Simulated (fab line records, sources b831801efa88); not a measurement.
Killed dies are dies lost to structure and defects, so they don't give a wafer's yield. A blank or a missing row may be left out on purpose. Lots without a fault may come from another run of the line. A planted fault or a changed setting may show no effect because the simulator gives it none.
Split-lot experiment | flow gf180mcu | 5 lots, 23 wafers read, on a route of 602 steps

THE SPLIT
At GF_V3_EXPOSE_11 (exposes mask Via3, target cd 260 nm), the setting dose_mj was moved away from the recipe's 38 on 8 of the 23 wafers read, by -5.2% to +5.7%. The other wafers ran this setting at the recipe's value.

FROM THE SPLIT TO THE READING: what the file shows between them, 2 steps
- GF_V3_PEB_12: peb time 90 s
- GF_V3_DEVELOP_13: develop time 60 s

THE READING
cd_nm, in nm, at GF_V3_CD_MEAS_14 (target cd 260 nm). Fault-free wafers of this fab line usually give 260.3 nm, standard deviation 0.92 nm.

wafer  | tool, chamber at the split | dose_mj as run | against the recipe | cd_nm, nm | against lot-mates on the recipe
L074.1 | krf_scanner-01, 0          | 38             | recipe             | 258.7     | -
L074.2 | krf_scanner-01, 0          | 38             | recipe             | 258.4     | -
L074.6 | krf_scanner-01, 0          | 38             | recipe             | 259.0     | -
L076.1 | krf_scanner-01, 0          | 38             | recipe             | 260.4     | -
L076.2 | krf_scanner-01, 0          | 38             | recipe             | 260.8     | -
L076.4 | krf_scanner-01, 0          | 38             | recipe             | 258.7     | -
L076.5 | krf_scanner-01, 0          | 38             | recipe             | 260.7     | -
L076.6 | krf_scanner-01, 0          | 38             | recipe             | 260.3     | -
L077.1 | krf_scanner-02, 0          | 38             | recipe             | 260.3     | -
L077.2 | krf_scanner-02, 0          | 38             | recipe             | 261.0     | -
L077.3 | krf_scanner-02, 0          | 36.02          | -5.2%              | 253.2     | -7.4
L077.5 | krf_scanner-02, 0          | 36.02          | -5.2%              | 253.3     | -7.3
L077.6 | krf_scanner-02, 0          | 36.02          | -5.2%              | 253.4     | -7.2
L079.1 | krf_scanner-02, 0          | 38             | recipe             | 259.2     | -
L079.2 | krf_scanner-02, 0          | 40.15          | +5.7%              | 267.4     | +8.0
L079.3 | krf_scanner-02, 0          | 38             | recipe             | 259.4     | -
L079.4 | krf_scanner-02, 0          | 38             | recipe             | 259.5     | -
L079.5 | krf_scanner-02, 0          | 40.15          | +5.7%              | 267.7     | +8.3
L080.1 | krf_scanner-02, 0          | 38.74          | +1.9%              | 263.5     | +3.6
L080.2 | krf_scanner-02, 0          | 38             | recipe             | 260.3     | -
L080.4 | krf_scanner-02, 0          | 38             | recipe             | 259.4     | -
L080.5 | krf_scanner-02, 0          | 38.74          | +1.9%              | 263.7     | +3.8
L080.6 | krf_scanner-02, 0          | 38.74          | +1.9%              | 264.1     | +4.2

THE FIT
A straight line over all 23 wafers: cd_nm changes by +1.35 nm for each +1% of dose_mj; r = +0.97; the points scatter about the line by 0.86 nm.
The same after taking each lot's own level away (the mean of its wafers on the recipe; 23 wafers): +1.47 nm for each +1%; r = +0.99; scatter 0.58 nm.
On that fit, the largest move of dose_mj shifts the reading by 8.3 nm.
The lots' own levels span 258.70 to 260.65 nm, that is 2.1 times the standard deviation above.
So the lot-to-lot level changes the slope little: the two slopes agree.
Check: with one of the wafers moved furthest among these (+5.7%) left out of the fit, the line predicts +8.61 nm for it against its lot-mates. It came out at +8.03 nm against them.

OTHER SPLITS ON THESE WAFERS
These wafers also went through other splits before the reading. Each is held against what the fit with the lots' levels taken away leaves over:
other split on the same wafers  | wafers away from the commonest value | r with cd_nm (lot level and that fit taken away)
GF_M3_SPUTTER_04 power_w        | 8                                    | +0.05
GF_V3_CMP_04 leave_above_ref_nm | 6                                    | -0.03

THE WHOLE CHAIN: every reading that the file lists as answering this split, in the file's order
step             | what it does         | reading                                                   | change (the file's fit)              | r (the file's)
GF_V3_CD_MEAS_14 | target cd 260 nm     | cd_nm                                                     | +1.46 nm for each +1% of the setting | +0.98
GF_V3_ETCH_16    | etches BARC in N2/H2 | V3.cd_nm (the simulator's own value, which no gauge read) | +1.36 nm for each +1% of the setting | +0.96

THE FILE'S OWN FIT
cd_nm changes by +1.46 nm for each +1% of dose_mj, r = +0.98.
